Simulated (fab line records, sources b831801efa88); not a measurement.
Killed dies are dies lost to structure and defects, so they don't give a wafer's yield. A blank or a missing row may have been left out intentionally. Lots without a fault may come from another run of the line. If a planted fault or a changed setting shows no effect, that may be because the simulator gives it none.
Chamber matching || flow sky130 || SKY_SPACER_ETCHBACK_02 on rie_diel-02: 4 sister chambers
The step etches Si3N4 in CH3F/O2, stops on SiO2, time 46.7 s, target depth 45 nm. 4 wafers are shown with their chamber, then 9 later ones without.

WAFERS PAIRED WITH THEIR CHAMBERS
{"wafer": "L888.2", "chamber": 1, "oes_product_au (a.u.)": 0.851}
{"wafer": "L888.4", "chamber": 0, "oes_product_au (a.u.)": 0.857}
{"wafer": "L890.2", "chamber": 2, "oes_product_au (a.u.)": 0.858}
{"wafer": "L890.6", "chamber": 3, "oes_product_au (a.u.)": 0.851}

WAFERS WITHOUT THEIR CHAMBER
{"wafer": "L889.4", "oes_product_au (a.u.)": 0.852}
{"wafer": "L889.5", "oes_product_au (a.u.)": 0.853}
{"wafer": "L889.6", "oes_product_au (a.u.)": 0.844}
{"wafer": "L893.2", "oes_product_au (a.u.)": 0.861}
{"wafer": "L893.3", "oes_product_au (a.u.)": 0.862}
{"wafer": "L893.5", "oes_product_au (a.u.)": 0.841}
{"wafer": "L901.2", "oes_product_au (a.u.)": 0.853}
{"wafer": "L901.3", "oes_product_au (a.u.)": 0.850}
{"wafer": "L901.4", "oes_product_au (a.u.)": 0.851}

THE CHAMBER EACH PASSED THROUGH
{"wafer": "L889.4", "from the rows above": "can't be placed: 1 or 3 or 0 or 2", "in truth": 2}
{"wafer": "L889.5", "from the rows above": "can't be placed: 1 or 3 or 0 or 2", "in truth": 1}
{"wafer": "L889.6", "from the rows above": "can't be placed: 1 or 3 or 0 or 2", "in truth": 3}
{"wafer": "L893.2", "from the rows above": "can't be placed: 2 or 0 or 1 or 3", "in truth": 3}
{"wafer": "L893.3", "from the rows above": "can't be placed: 2 or 0 or 1 or 3", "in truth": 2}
{"wafer": "L893.5", "from the rows above": "can't be placed: 1 or 3 or 0 or 2", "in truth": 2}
{"wafer": "L901.2", "from the rows above": "can't be placed: 1 or 3 or 0 or 2", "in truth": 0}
{"wafer": "L901.3", "from the rows above": "can't be placed: 1 or 3 or 0 or 2", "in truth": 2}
{"wafer": "L901.4", "from the rows above": "can't be placed: 1 or 3 or 0 or 2", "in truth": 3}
Correctly placed: 0 of 9. Not placeable from these rows: 9 (in 9, the candidates include the true chamber). Wrongly placed: 0.
How it was worked out, from the rows above alone: a wafer's distance from a chamber is the root of the sum, over the readings, of the square of ((its reading less the chamber's mean) divided by the reading's scatter). The wafer belongs to the nearest chamber; if the next one is less than 2 further off, it can't be placed. A chamber's mean is the mean of its shown wafers. The scatter: root of mean squared gap, hidden wafer to nearest shown wafer, with one shown wafer a chamber.
